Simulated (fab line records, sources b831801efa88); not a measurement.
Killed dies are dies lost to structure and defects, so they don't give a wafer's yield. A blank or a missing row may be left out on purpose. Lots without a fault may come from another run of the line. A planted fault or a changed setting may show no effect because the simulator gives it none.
fab line records | flow sky130
record lots=5 wafers=15 last_day=49
route steps=708 shown METAL1@442 VIA1@458
lots that met no fault: from a run of the same line without faults
start_h: hours from the record's first day to the start of the lot's first wafer shown | wait_h: hours since the lot's step before | " the same as in the row above | L1.1+2: a row that stands for several wafers | - no value, or no start given | * or withheld: withheld | < > ~ a bound
route shown NAME@n: a module of which the file shows steps, and the number in the route of the first | usual: mean/standard deviation of fault-free wafers | same: alike in all rows | chamber/n: place in a boat | sites: the reading at each site | _std_site: their standard deviation | _edge_site: outer sites' mean less inner sites' | radius_mm: how far each site lies from the wafer's centre | mask NAME#n: copy n | behind: the tool/chamber that last shaped the wafer | hold: why the lot was held/for how many hours/how that ended | device: the transistor (n, p or np) that didn't switch | end of line: the same wafers' tests at the end of the route | a step without rows: its recipe alone | killed: dies lost to structure and defects at the first sort, not the wafer's yield | map: a wafer's dies, x killed, . not, _ none there
set.NAME: the setting as run; set.NAME@STEP: as run at that earlier step | model.NAME: the simulator's own value behind a step, which no gauge read
lots at some steps of the route; a table a step, a row a wafer
services: from which hour (start_h, from the record's first day; less than 0 if before it) a tool's chamber was out of use, for how many hours, and why
## steps
# step SKY_METAL1_HMDS_08
# recipe prime_time_s=60 prime_temp_c=120
# usual chill_plate_temp_C=22.99/0.12
# columns lot.wafer tool chamber start_h wait_h chill_plate_temp_C
L077.1 litho_track-04 0 775.46 0.1 23.07
L077.2 " 0 " " 22.79
L077.3 " 0 " " 23.14
L080.2 litho_track-02 0 806.99 0.1 23.02
L080.3 " 0 " " 23.06
L080.6 " 0 " " 22.98
L088.1 litho_track-04 0 856.27 0.1 23.06
L088.4 " 0 " " 23.03
L088.5 " 0 " " 23.00
L089.1 litho_track-03 0 875.88 0.1 22.80
L089.3 " 0 " " 23.01
L089.4 " 0 " " 22.80
L093.1 litho_track-03 0 895.13 0.1 23.01
L093.4 " 0 " " 22.91
L093.5 " 0 " " 22.79
# step SKY_METAL1_COAT_09
# recipe resist=BARC temp_c=withheld time_s=withheld spin_rpm=3000 resist_thk_nm=60
# usual chill_plate_temp_C=* dispense_pressure_kPa=45.2/1.8
# columns lot.wafer tool chamber start_h wait_h chill_plate_temp_C dispense_pressure_kPa
L077.1 litho_track-04 0 775.61 0.1 * 42.5
L077.2 " 0 " " * 42.5
L077.3 " 0 " " * 42.5
L080.2 litho_track-02 0 807.14 0.1 * 46.7
L080.3 " 0 " " * 46.7
L080.6 " 0 " " * 46.7
L088.1 litho_track-04 0 856.42 0.1 * 42.5
L088.4 " 0 " " * 42.5
L088.5 " 0 " " * 42.5
L089.1 litho_track-03 0 876.03 0.1 * 46.0
L089.3 " 0 " " * 46.0
L089.4 " 0 " " * 46.0
L093.1 litho_track-03 0 895.28 0.1 * 46.0
L093.4 " 0 " " * 46.1
L093.5 " 0 " " * 46.1
# step SKY_METAL1_COAT_10
# recipe resist=KrF-thick spin_rpm=3000 resist_thk_nm=450
# usual chill_plate_temp_C=22.98/0.1 dispense_pressure_kPa=45.3/1.8
# columns lot.wafer tool chamber start_h wait_h chill_plate_temp_C dispense_pressure_kPa
L077.1 litho_track-04 0 - - 22.83 42.7
L077.2 " 0 " " 22.97 42.7
L077.3 " 0 " " 22.91 42.7
L080.2 litho_track-02 0 - - 23.00 46.8
L080.3 " 0 " " 22.92 46.9
L080.6 " 0 " " 23.11 46.9
L088.1 litho_track-04 0 - - 22.97 42.5
L088.4 " 0 " " 22.99 42.5
L088.5 " 0 " " 22.81 42.5
L089.1 litho_track-03 0 - - 22.86 46.1
L089.3 " 0 " " 23.04 46.1
L089.4 " 0 " " 22.96 46.1
L093.1 litho_track-03 0 - - 22.96 46.1
L093.4 " 0 " " 23.20 46.1
L093.5 " 0 " " 23.07 46.1
# step SKY_METAL1_SOFTBAKE_11
# recipe temp_c=100 time_s=90 resist=KrF-thick
# usual chill_plate_temp_C=23.02/0.11
# columns lot.wafer tool chamber start_h wait_h chill_plate_temp_C
L077.1 litho_track-04 0 - - 22.97
L077.2 " 0 " " 23.07
L077.3 " 0 " " 23.02
L080.2 litho_track-02 0 - - 22.91
L080.3 " 0 " " 22.92
L080.6 " 0 " " 23.07
L088.1 litho_track-04 0 - - 22.93
L088.4 " 0 " " 22.95
L088.5 " 0 " " 23.21
L089.1 litho_track-03 0 - - 22.95
L089.3 " 0 " " 23.04
L089.4 " 0 " " 23.02
L093.1 litho_track-03 0 - - 22.98
L093.4 " 0 " " 23.19
L093.5 " 0 " " 23.17
# step SKY_METAL1_EXPOSE_12
# recipe mask_id=MM1 na=0.8 source_shape=annular sigma_inner=0.55 sigma_outer=0.85 target_cd_nm=140 dose_mj=28
# columns lot.wafer tool chamber start_h wait_h mask
L077.1+2+3 krf_scanner-01 0 - - MM1#0
L080.2+3+6 krf_scanner-02 0 - - MM1#0
L088.1+4+5 krf_scanner-01 0 - - MM1#0
L089.1+3+4 krf_scanner-02 0 - - MM1#0
L093.1+4+5 krf_scanner-01 0 - - MM1#0
# step SKY_METAL1_PEB_13
# recipe peb_temp_c=withheld peb_time_s=withheld resist=KrF-thick
# usual chill_plate_temp_C=*
# columns lot.wafer tool chamber start_h wait_h chill_plate_temp_C
L077.1 litho_track-02 0 - - *
L077.2 " 0 " " *
L077.3 " 0 " " *
L080.2 litho_track-04 0 - - *
L080.3 " 0 " " *
L080.6 " 0 " " *
L088.1 litho_track-02 0 - - *
L088.4 " 0 " " *
L088.5 " 0 " " *
L089.1 litho_track-02 0 - - *
L089.3 " 0 " " *
L089.4 " 0 " " *
L093.1 litho_track-03 0 - - *
L093.4 " 0 " " *
L093.5 " 0 " " *
# step SKY_METAL1_DEVELOP_14
# recipe develop_time_s=60 resist=KrF-thick dev_temp_c=21.8
# usual chill_plate_temp_C=23.00/0.098
# columns lot.wafer tool chamber start_h wait_h chill_plate_temp_C
L077.1 litho_track-02 0 - - 22.92
L077.2 " 0 " " 22.99
L077.3 " 0 " " 22.87
L080.2 litho_track-04 0 - - 22.95
L080.3 " 0 " " 23.03
L080.6 " 0 " " 22.96
L088.1 litho_track-02 0 - - 23.08
L088.4 " 0 " " 23.09
L088.5 " 0 " " 22.99
L089.1 litho_track-02 0 - - 22.96
L089.3 " 0 " " 22.88
L089.4 " 0 " " 23.00
L093.1 litho_track-03 0 - - 22.86
L093.4 " 0 " " 22.91
L093.5 " 0 " " 22.84
# step SKY_METAL1_CD_MEAS_15
# recipe target_cd_nm=140
# usual cd_nm=139.8/1.7
# columns lot.wafer tool chamber start_h wait_h cd_nm
L077.1 cd_sem-02 - 789.61 - 141.9
L077.2 " - " " 140.9
L077.3 " - " " 142.2
L080.2 cd_sem-02 - 820.69 - 138.7
L080.3 " - " " 138.3
L080.6 " - " " 139.2
L088.1 cd_sem-02 - 870.16 - 140.1
L088.4 " - " " 138.9
L088.5 " - " " 138.0
L089.1 cd_sem-02 - 889.56 - 139.4
L089.3 " - " " 139.2
L089.4 " - " " 137.5
L093.1 cd_sem-01 - 907.98 - 140.0
L093.4 " - " " 139.4
L093.5 " - " " 139.5
# step SKY_METAL1_OVL_MEAS_16
# usual METAL1_OVL=1/5.3
# columns lot.wafer tool chamber start_h wait_h METAL1_OVL[nm]
L077.1 overlay-01 - 789.73 0.1 -2
L077.2 " - " " 3
L077.3 " - " " -6
L080.2 overlay-02 - 820.79 0.1 1
L080.3 " - " " 2
L080.6 " - " " 4
L088.1 overlay-02 - 870.28 0.1 -3
L088.4 " - " " -1
L088.5 " - " " -6
L089.1 overlay-02 - 889.68 0.1 -4
L089.3 " - " " 0
L089.4 " - " " 10
L093.1 overlay-01 - 908.10 0.1 1
L093.4 " - " " 9
L093.5 " - " " 1
# step SKY_METAL1_DESCUM_17
# recipe chemistry=O2 source_power_w=150 bias_power_w=0 pressure_mtorr=10 temp_c=40 time_s=8
# usual drypump_motor_current_A=5.8/0.37 oes_product_au=1.007/0.0065
# columns lot.wafer tool chamber start_h wait_h drypump_motor_current_A oes_product_au rf_hours_counter_h
L077.1 rie_metal-03 0 789.77 0.0 6.3 1.007 1
L077.2 " 1 " " 6.0 1.010 9
L077.3 " 1 " " 5.9 1.019 -
L080.2 rie_metal-03 0 820.82 0.0 6.3 0.999 2
L080.3 " 1 " " 5.9 0.998 -
L080.6 " 1 " " 6.0 0.995 -
L088.1 rie_metal-02 1 870.32 0.0 5.7 0.994 7
L088.4 " 0 " " 6.3 1.004 -
L088.5 " 0 " " 6.3 1.002 -
L089.1 rie_metal-02 1 889.72 0.0 5.7 1.006 8
L089.3 " 1 " " 5.7 1.009 -
L089.4 " 0 " " 6.3 1.000 -
L093.1 rie_metal-04 0 908.14 0.0 5.4 1.022 17
L093.4 " 1 " " 5.4 1.008 -
L093.5 " 1 " " 5.3 1.010 -
# step SKY_METAL1_ETCH_18
# recipe chemistry=N2/H2 target=BARC ion_energy_ev=200 bias_w=100 pressure_mtorr=30 n2_flow_sccm=100 h2_flow_sccm=200 icp_w=500 stop_on=SiO2 time_s=45.9 target_depth_a=600
# usual drypump_motor_current_A=5.8/0.38 oes_product_au=0.855/0.0046 throttle_valve_pct=13.225/0.0081
# columns lot.wafer tool chamber start_h wait_h drypump_motor_current_A oes_product_au rf_hours_counter_h throttle_valve_pct
L077.1 rie_metal-03 0 789.80 0.0 6.3 0.850 1 13.224
L077.2 " 1 " " 5.9 0.859 9 13.240
L077.3 " 1 " " 6.0 0.846 - 13.216
L080.2 rie_metal-03 0 820.85 0.0 6.3 0.849 2 13.217
L080.3 " 1 " " 6.0 0.855 - 13.226
L080.6 " 1 " " 6.0 0.856 - 13.222
L088.1 rie_metal-02 1 870.35 0.0 5.7 0.855 7 13.233
L088.4 " 0 " " 6.3 0.852 - 13.222
L088.5 " 0 " " 6.3 0.861 - 13.231
L089.1 rie_metal-02 1 889.75 0.0 5.7 0.855 8 13.220
L089.3 " 1 " " 5.7 0.853 - 13.240
L089.4 " 0 " " 6.3 0.851 - 13.222
L093.1 rie_metal-04 0 908.17 0.0 5.4 0.862 17 13.224
L093.4 " 1 " " 5.3 0.846 - 13.221
L093.5 " 1 " " 5.4 0.857 - 13.215
# step SKY_METAL1_METAL_ETCH_19
# recipe target_depth_a=3600 stop_on=SiO2 over_etch_frac=0.3 time_s=78 chemistry=Cl2/BCl3 resist_sidewall_deg=88 pressure_mtorr=10 icp_w=900 bias_w=48.5 Cl2_flow_sccm=60 bcl3_flow_sccm=30
# usual drypump_motor_current_A=5.8/0.38 oes_product_au=0.855/0.0052 throttle_valve_pct=22.265/0.0084
# columns lot.wafer tool chamber start_h wait_h drypump_motor_current_A oes_product_au rf_hours_counter_h throttle_valve_pct
L077.1 rie_metal-03 0 789.86 0.0 6.2 0.850 1 22.270
L077.2 " 1 " " 5.9 0.849 9 22.277
L077.3 " 1 " " 5.9 0.844 - 22.284
L080.2 rie_metal-03 0 820.92 0.0 6.3 0.852 2 22.248
L080.3 " 1 " " 5.9 0.859 - 22.266
L080.6 " 1 " " 6.0 0.851 - 22.272
L088.1 rie_metal-02 1 870.41 0.0 5.7 0.856 7 22.270
L088.4 " 0 " " 6.3 0.860 - 22.274
L088.5 " 0 " " 6.3 0.862 - 22.265
L089.1 rie_metal-02 1 889.81 0.0 5.7 0.853 8 22.260
L089.3 " 1 " " 5.7 0.866 - 22.277
L089.4 " 0 " " 6.3 0.862 - 22.273
L093.1 rie_metal-04 0 908.23 0.0 5.4 0.864 17 22.276
L093.4 " 1 " " 5.4 0.861 - 22.270
L093.5 " 1 " " 5.3 0.868 - 22.276
# step SKY_METAL1_STRIP_20
# recipe chemistry=O2/N2 power_w=1400 pressure_mtorr=1500 platen_temp_c=withheld o2_flow_sccm=3000 n2_flow_sccm=300 overash_fraction=0.5
# usual drypump_motor_current_A=5.8/0.47 oes_product_au=0.341/0.0046 strip_time_to_endpoint_s=2.660/0.026
# columns lot.wafer tool chamber start_h wait_h drypump_motor_current_A oes_product_au rf_hours_counter_h strip_time_to_endpoint_s
L077.1 plasma_asher-04 0 789.95 0.1 5.1 0.342 67 2.645
L077.2 " 1 " " 5.6 0.344 67 2.658
L077.3 " 0 " " 5.1 0.336 - 2.654
L080.2 plasma_asher-03 1 821.01 0.1 6.5 0.342 6 2.694
L080.3 " 1 " " 6.4 0.339 - 2.684
L080.6 " 1 " " 6.4 0.342 - 2.720
L088.1 plasma_asher-04 0 870.50 0.1 5.1 0.339 74 2.640
L088.4 " 0 " " 5.0 0.346 - 2.618
L088.5 " 1 " " 5.6 0.343 - 2.622
L089.1 plasma_asher-04 1 889.90 0.1 5.6 0.336 76 2.663
L089.3 " 1 " " 5.6 0.335 - 2.655
L089.4 " 0 " " 5.1 0.343 - 2.661
L093.1 plasma_asher-04 0 908.32 0.1 5.0 0.349 78 2.656
L093.4 " 1 " " 5.6 0.346 - 2.650
L093.5 " 1 " " 5.6 0.345 - 2.665
# step SKY_METAL1_STRIP_21
# recipe chemistry=post_etch_residue_remover time_s=1200 temp_c=72.5
# columns lot.wafer tool chamber start_h wait_h
L077.1+2+3 wet_bench-04 2 790.05 0.1
L080.2+3+6 wet_bench-04 2 821.11 0.1
L088.1+4+5 wet_bench-03 2 870.60 0.1
L089.1+3+4 wet_bench-04 0 890.00 0.1
L093.1+4+5 wet_bench-03 3 908.42 0.1
# step SKY_METAL1_CLEAN_22
# recipe chemistry=IPA time_s=180 temp_c=25
# columns lot.wafer tool chamber start_h wait_h
L077.1+2+3 wet_bench-03 2 790.43 0.0
L080.2+3+6 wet_bench-03 2 821.45 0.0
L088.1+4+5 wet_bench-01 3 870.95 0.0
L089.1+3+4 wet_bench-03 1 890.35 0.0
L093.1+4+5 wet_bench-01 2 908.77 0.0
# step SKY_METAL1_CLEAN_23
# recipe chemistry=O3/DIW dry=n2_spin
# columns lot.wafer tool chamber start_h wait_h
L077.1+2+3 wet_bench-04 1 790.49 0.0
L080.2+3+6 wet_bench-01 2 821.51 0.0
L088.1+4+5 wet_bench-04 2 871.01 0.0
L089.1+3+4 wet_bench-01 3 890.40 0.0
L093.1+4+5 wet_bench-04 2 908.82 0.0
# step SKY_VIA1_HDPCVD_00
# recipe material=SiO2 target_thk_nm=1030 sigma_open_frac=0.3 time_s=171.7 temp_c=400 sih4_flow_sccm=60 pressure_mtorr=6
# columns lot.wafer tool chamber start_h wait_h
L077.1+2+3 hdpcvd-02 2,1,0 790.59 0.0
L080.2+3+6 hdpcvd-01 1,0,1 821.60 0.0
L088.1+4+5 hdpcvd-01 2,0,2 871.10 0.0
L089.1+3+4 hdpcvd-01 1,2,2 890.50 0.0
L093.1+4+5 hdpcvd-01 0,1,0 908.92 0.0
# step SKY_VIA1_THK_MEAS_01
# recipe reads=SiO2_of_VIA1_HDPCVD_00
# usual VIA1_HDPCVD_THK=1028/11
# columns lot.wafer tool chamber start_h wait_h VIA1_HDPCVD_THK[nm]
L077.1 film_metro-01 - 790.70 0.1 1038
L077.2 " - " " 1019
L077.3 " - " " 1037
L080.2 film_metro-04 - 821.72 0.1 1024
L080.3 " - " " 1036
L080.6 " - " " 1044
L088.1 film_metro-02 - 871.27 0.1 1030
L088.4 " - " " 1024
L088.5 " - " " 1028
L089.1 film_metro-02 - 890.62 0.1 1023
L089.3 " - " " 1021
L089.4 " - " " 1030
L093.1 film_metro-04 - 909.05 0.1 1008
L093.4 " - " " 1032
L093.5 " - " " 1023
# step SKY_VIA1_CMP_02
# recipe material=SiO2 down_force_psi=4 platen_rpm=60 pad_velocity_m_s=0.94248
# usual motor_current_A=13.1/1.1
# columns lot.wafer tool chamber start_h wait_h motor_current_A
L077.3 cmp-02 1 790.76 0.0 11.1
L077.1 " 2 " " 11.6
L077.2 " 3 " " 13.3
L080.3 cmp-02 2 821.87 0.1 12.5
L080.2 " 3 " " 13.7
L080.6 " 1 " " 10.9
L088.1 cmp-01 0 871.33 0.1 15.0
L088.4 " 2 " " 12.6
L088.5 " 0 " " 14.9
L089.1 cmp-01 1 890.73 0.1 12.3
L089.3 " 2 " " 12.7
L089.4 " 3 " " 12.7
L093.4 cmp-01 1 909.11 0.0 12.0
L093.1 " 2 " " 13.3
L093.5 " 1 " " 12.6
# step SKY_VIA1_BOW_MEAS_03
# recipe mode=bow
# usual VIA1_BOW=79/7.3
# columns lot.wafer tool chamber start_h wait_h VIA1_BOW[um]
L077.1 film_metro-04 - 791.06 0.2 88
L077.2 " - " " 75
L077.3 " - " " 72
L080.2 film_metro-01 - 822.09 0.1 87
L080.3 " - " " 79
L080.6 " - " " 79
L088.1 film_metro-02 - 871.63 0.2 75
L088.4 " - " " 69
L088.5 " - " " 67
L089.1 film_metro-04 - 890.98 0.2 76
L089.3 " - " " 69
L089.4 " - " " 78
L093.1 film_metro-02 - 909.41 0.2 66
L093.4 " - " " 78
L093.5 " - " " 79
# step SKY_VIA1_DEHYDRATE_04
# recipe temp_c=200 time_s=60
# usual chill_plate_temp_C=23.00/0.096
# columns lot.wafer tool chamber start_h wait_h chill_plate_temp_C
L077.1 litho_track-03 0 803.68 12.6 22.98
L077.2 " 0 " " 22.93
L077.3 " 0 " " 23.00
L080.2 litho_track-01 0 834.60 12.5 22.92
L080.3 " 0 " " 22.96
L080.6 " 0 " " 22.95
L088.1 litho_track-03 0 884.23 12.6 23.01
L088.4 " 0 " " 23.03
L088.5 " 0 " " 22.95
L089.1 litho_track-03 0 903.38 12.4 23.05
L089.3 " 0 " " 23.06
L089.4 " 0 " " 22.98
L093.1 litho_track-01 0 921.68 12.3 23.04
L093.4 " 0 " " 22.92
L093.5 " 0 " " 23.01
# step SKY_VIA1_HMDS_05
# recipe prime_time_s=60 prime_temp_c=120
# usual chill_plate_temp_C=23.00/0.11
# columns lot.wafer tool chamber start_h wait_h chill_plate_temp_C
L077.1 litho_track-03 0 803.83 0.1 23.07
L077.2 " 0 " " 22.87
L077.3 " 0 " " 23.01
L080.2 litho_track-01 0 834.75 0.1 23.10
L080.3 " 0 " " 23.09
L080.6 " 0 " " 22.96
L088.1 litho_track-03 0 884.38 0.1 22.74
L088.4 " 0 " " 23.03
L088.5 " 0 " " 22.82
L089.1 litho_track-03 0 903.53 0.1 23.26
L089.3 " 0 " " 23.03
L089.4 " 0 " " 23.19
L093.1 litho_track-01 0 921.83 0.1 22.97
L093.4 " 0 " " 22.92
L093.5 " 0 " " 23.08
# step SKY_VIA1_COAT_06
# recipe resist=BARC temp_c=withheld time_s=withheld spin_rpm=3000 resist_thk_nm=60
# usual chill_plate_temp_C=* dispense_pressure_kPa=51/4.8
# columns lot.wafer tool chamber start_h wait_h chill_plate_temp_C dispense_pressure_kPa
L077.1 litho_track-03 0 803.98 0.1 * 46
L077.2 " 0 " " * 46
L077.3 " 0 " " * 46
L080.2 litho_track-01 0 834.90 0.1 * 56
L080.3 " 0 " " * 56
L080.6 " 0 " " * 56
L088.1 litho_track-03 0 884.53 0.1 * 46
L088.4 " 0 " " * 46
L088.5 " 0 " " * 46
L089.1 litho_track-03 0 903.68 0.1 * 46
L089.3 " 0 " " * 46
L089.4 " 0 " " * 46
L093.1 litho_track-01 0 921.98 0.1 * 56
L093.4 " 0 " " * 56
L093.5 " 0 " " * 56
# step SKY_VIA1_COAT_07
# recipe resist=KrF-thick spin_rpm=3000 resist_thk_nm=450
# usual chill_plate_temp_C=23.00/0.11 dispense_pressure_kPa=51/4.8
# columns lot.wafer tool chamber start_h wait_h chill_plate_temp_C dispense_pressure_kPa
L077.1 litho_track-03 0 - - 22.98 46
L077.2 " 0 " " 23.02 46
L077.3 " 0 " " 23.15 46
L080.2 litho_track-01 0 - - 23.05 56
L080.3 " 0 " " 22.98 56
L080.6 " 0 " " 22.89 56
L088.1 litho_track-03 0 - - 23.03 46
L088.4 " 0 " " 23.00 46
L088.5 " 0 " " 23.01 46
L089.1 litho_track-03 0 - - 23.15 46
L089.3 " 0 " " 23.18 46
L089.4 " 0 " " 23.02 46
L093.1 litho_track-01 0 - - 22.96 56
L093.4 " 0 " " 23.07 56
L093.5 " 0 " " 23.04 56
# step SKY_VIA1_SOFTBAKE_08
# recipe temp_c=100 time_s=90 resist=KrF-thick
# usual chill_plate_temp_C=22.99/0.098
# columns lot.wafer tool chamber start_h wait_h chill_plate_temp_C
L077.1 litho_track-03 0 - - 23.13
L077.2 " 0 " " 23.07
L077.3 " 0 " " 22.91
L080.2 litho_track-01 0 - - 23.02
L080.3 " 0 " " 23.02
L080.6 " 0 " " 23.16
L088.1 litho_track-03 0 - - 23.07
L088.4 " 0 " " 23.00
L088.5 " 0 " " 23.21
L089.1 litho_track-03 0 - - 22.77
L089.3 " 0 " " 22.96
L089.4 " 0 " " 22.92
L093.1 litho_track-01 0 - - 23.04
L093.4 " 0 " " 22.88
L093.5 " 0 " " 23.00
# step SKY_VIA1_EXPOSE_09
# recipe mask_id=VIM na=0.8 source_shape=annular sigma_inner=0.55 sigma_outer=0.85 target_cd_nm=150 dose_mj=38
# columns lot.wafer tool chamber start_h wait_h mask
L077.1+2+3 krf_scanner-02 0 - - VIM#0
L080.2+3+6 krf_scanner-01 0 - - VIM#0
L088.1+4+5 krf_scanner-02 0 - - VIM#0
L089.1+3+4 krf_scanner-01 0 - - VIM#0
L093.1+4+5 krf_scanner-01 0 - - VIM#0
# step SKY_VIA1_PEB_10
# recipe peb_temp_c=withheld peb_time_s=withheld resist=KrF-thick
# usual chill_plate_temp_C=*
# columns lot.wafer tool chamber start_h wait_h chill_plate_temp_C
L077.1 litho_track-02 0 - - *
L077.2 " 0 " " *
L077.3 " 0 " " *
L080.2 litho_track-02 0 - - *
L080.3 " 0 " " *
L080.6 " 0 " " *
L088.1 litho_track-03 0 - - *
L088.4 " 0 " " *
L088.5 " 0 " " *
L089.1 litho_track-01 0 - - *
L089.3 " 0 " " *
L089.4 " 0 " " *
L093.1 litho_track-01 0 - - *
L093.4 " 0 " " *
L093.5 " 0 " " *
# step SKY_VIA1_DEVELOP_11
# recipe develop_time_s=60 resist=KrF-thick dev_temp_c=21
# usual chill_plate_temp_C=22.98/0.11
# columns lot.wafer tool chamber start_h wait_h chill_plate_temp_C
L077.1 litho_track-02 0 - - 22.77
L077.2 " 0 " " 22.94
L077.3 " 0 " " 22.96
L080.2 litho_track-02 0 - - 22.75
L080.3 " 0 " " 22.82
L080.6 " 0 " " 22.85
L088.1 litho_track-03 0 - - 23.21
L088.4 " 0 " " 23.11
L088.5 " 0 " " 23.12
L089.1 litho_track-01 0 - - 22.95
L089.3 " 0 " " 22.80
L089.4 " 0 " " 22.88
L093.1 litho_track-01 0 - - 22.91
L093.4 " 0 " " 22.93
L093.5 " 0 " " 22.90
# step SKY_VIA1_CD_MEAS_12
# recipe target_cd_nm=150
# usual cd_nm=150.9/1.7
# columns lot.wafer tool chamber start_h wait_h cd_nm
L077.1 cd_sem-01 - 817.31 - 150.1
L077.2 " - " " 150.7
L077.3 " - " " 151.8
L080.2 cd_sem-01 - 848.03 - 150.0
L080.3 " - " " 151.9
L080.6 " - " " 150.2
L088.1 cd_sem-02 - 897.98 - 149.3
L088.4 " - " " 150.1
L088.5 " - " " 147.5
L089.1 cd_sem-01 - 916.28 - 149.3
L089.3 " - " " 148.3
L089.4 " - " " 151.7
L093.1 cd_sem-01 - 934.18 - 148.6
L093.4 " - " " 149.5
L093.5 " - " " 149.7
# step SKY_VIA1_OVL_MEAS_13
# usual VIA1_OVL=0/4.6
# columns lot.wafer tool chamber start_h wait_h VIA1_OVL[nm]
L077.1 overlay-01 - 817.43 0.1 -3
L077.2 " - " " 7
L077.3 " - " " 3
L080.2 overlay-01 - 848.14 0.1 6
L080.3 " - " " 1
L080.6 " - " " 6
L088.1 overlay-01 - 898.10 0.1 2
L088.4 " - " " -3
L088.5 " - " " 2
L089.1 overlay-01 - 916.40 0.1 2
L089.3 " - " " -1
L089.4 " - " " 1
L093.1 overlay-02 - 934.30 0.1 5
L093.4 " - " " 1
L093.5 " - " " 2
# step SKY_VIA1_ETCH_14
# recipe chemistry=N2/H2 target=BARC ion_energy_ev=200 source_w=500 bias_w=100 pressure_mtorr=30 n2_flow_sccm=100 h2_flow_sccm=200 stop_on=SiO2 time_s=45.9 target_depth_a=600
# usual drypump_motor_current_A=5.8/0.39 oes_product_au=0.855/0.0049 throttle_valve_pct=13.223/0.0082
# columns lot.wafer tool chamber start_h wait_h drypump_motor_current_A oes_product_au rf_hours_counter_h throttle_valve_pct
L077.1 rie_diel-04 1 817.47 0.0 5.7 0.849 9 13.209
L077.2 " 0 " " 5.7 0.848 7 13.219
L077.3 " 3 " " 4.7 0.848 31 13.234
L080.2 rie_diel-01 2 848.17 0.0 6.4 0.855 25 13.226
L080.3 " 3 " " 6.0 0.857 14 13.216
L080.6 " 2 " " 6.4 0.849 - 13.223
L088.1 rie_diel-02 3 898.14 0.0 6.0 0.857 5 13.237
L088.4 " 2 " " 5.8 0.857 12 13.230
L088.5 " 1 " " 5.9 0.851 - 13.236
L089.1 rie_diel-02 0 916.44 0.0 5.9 0.850 12 13.227
L089.3 " 3 " " 6.0 0.859 5 13.229
L089.4 " 1 " " 5.9 0.857 1 13.222
L093.1 rie_diel-04 1 934.34 0.0 5.7 0.859 13 13.228
L093.4 " 0 " " 5.7 0.857 10 13.237
L093.5 " 0 " " 5.7 0.852 - 13.240
# step SKY_VIA1_ETCH_15
# recipe target=SiO2 chemistry=C4F8/O2/Ar target_depth_nm=351 stop_on=TiN mask_material=KrF-thick source_w=1500 bias_w=1200 pressure_mtorr=40 c4f8_flow_sccm=withheld O2_flow_sccm=6 Ar_flow_sccm=300 time_s=54
# usual oes_product_au=0.987/0.0062
# columns lot.wafer tool chamber start_h wait_h oes_product_au rf_hours_counter_h
L077.1 rie_diel-04 1 817.51 0.0 0.982 9
L077.2 " 0 " " 0.980 7
L077.3 " 3 " " 0.994 31
L080.2 rie_diel-01 2 848.21 0.0 0.986 25
L080.3 " 3 " " 0.988 14
L080.6 " 2 " " 1.002 -
L088.1 rie_diel-02 3 898.18 0.0 0.994 5
L088.4 " 2 " " 0.974 12
L088.5 " 1 " " 0.993 -
L089.1 rie_diel-02 0 916.48 0.0 0.984 13
L089.3 " 3 " " 0.987 5
L089.4 " 1 " " 0.998 1
L093.1 rie_diel-04 1 934.38 0.0 0.984 13
L093.4 " 0 " " 0.991 10
L093.5 " 0 " " 0.979 -
# step SKY_VIA1_STRIP_16
# recipe chemistry=O2/N2 power_w=1400 pressure_mtorr=1500 platen_temp_c=withheld o2_flow_sccm=3000 n2_flow_sccm=300 overash_fraction=0.5
# usual drypump_motor_current_A=5.7/0.48 oes_product_au=0.416/0.004 strip_time_to_endpoint_s=4.461/0.017
# columns lot.wafer tool chamber start_h wait_h drypump_motor_current_A oes_product_au rf_hours_counter_h strip_time_to_endpoint_s
L077.1 plasma_asher-01 1 817.56 0.0 5.6 0.414 39 4.462
L077.2 " 0 " " 6.3 0.420 39 4.448
L077.3 " 0 " " 6.3 0.410 - 4.440
L080.2 plasma_asher-03 0 848.26 0.0 5.4 0.414 9 4.490
L080.3 " 1 " " 6.4 0.423 - 4.478
L080.6 " 0 " " 5.5 0.422 - 4.456
L088.1 plasma_asher-04 1 898.23 0.0 5.6 0.412 77 4.489
L088.4 " 0 " " 5.1 0.418 - 4.492
L088.5 " 1 " " 5.6 0.414 - 4.475
L089.1 plasma_asher-03 0 916.52 0.0 5.4 0.421 16 4.455
L089.3 " 0 " " 5.5 0.419 - 4.467
L089.4 " 1 " " 6.4 0.411 - 4.435
L093.1 plasma_asher-03 1 934.42 0.0 6.4 0.411 18 4.450
L093.4 " 0 " " 5.5 0.422 - 4.425
L093.5 " 0 " " 5.5 0.415 - 4.459
# step SKY_VIA1_STRIP_17
# recipe chemistry=post_etch_residue_remover time_s=1200 temp_c=72.5
# columns lot.wafer tool chamber start_h wait_h
L077.1+2+3 wet_bench-02 3 817.66 0.1
L080.2+3+6 wet_bench-03 2 848.36 0.1
L088.1+4+5 wet_bench-02 2 898.33 0.1
L089.1+3+4 wet_bench-02 0 916.62 0.1
L093.1+4+5 wet_bench-01 3 934.52 0.1
# step SKY_VIA1_CLEAN_18
# recipe chemistry=IPA time_s=180 temp_c=25
# columns lot.wafer tool chamber start_h wait_h
L077.1+2+3 wet_bench-01 2 818.03 0.0
L080.2+3+6 wet_bench-01 1 848.70 0.0
L088.1+4+5 wet_bench-03 0 898.67 0.0
L089.1+3+4 wet_bench-03 3 916.97 0.0
L093.1+4+5 wet_bench-02 2 934.87 0.0
# step SKY_VIA1_CLEAN_19
# recipe chemistry=O3/DIW dry=n2_spin
# columns lot.wafer tool chamber start_h wait_h
L077.1+2+3 wet_bench-03 3 818.09 0.0
L080.2+3+6 wet_bench-02 0 848.76 0.0
L088.1+4+5 wet_bench-01 3 898.73 0.0
L089.1+3+4 wet_bench-01 2 917.02 0.0
L093.1+4+5 wet_bench-03 0 934.98 0.0
## services
# columns tool chamber start_h hours kind
krf_scanner-01 - 767.23 0.6 repair
wet_bench-02 - 770.31 0.7 repair
krf_scanner-01 - 771.19 1.3 pm
krf_scanner-01 - 773.74 1.0 pm
plasma_asher-03 - 780.13 10.7 pm
krf_scanner-02 - 783.26 0.8 pm
rie_diel-02 1 787.12 11.1 repair
rie_diel-02 2 792.87 17.4 repair
plasma_asher-03 - 794.42 5.7 repair
krf_scanner-02 - 796.76 0.5 repair
krf_scanner-01 - 802.64 0.8 pm
krf_scanner-02 - 817.61 1.0 pm
plasma_asher-04 - 820.76 11.2 pm
rie_diel-02 2 836.68 4.6 repair
rie_diel-04 2 853.39 14.0 repair
krf_scanner-01 - 854.13 1.7 repair
rie_diel-02 0 865.13 4.1 repair
hdpcvd-01 1 867.57 4.7 repair
plasma_asher-03 - 892.02 2.8 pm
rie_diel-02 - 896.32 1.2 repair
plasma_asher-03 - 897.16 3.2 repair
rie_metal-02 - 904.70 0.1 repair
krf_scanner-02 - 910.35 1.3 pm
krf_scanner-01 - 913.19 4.4 pm
## key
fault none
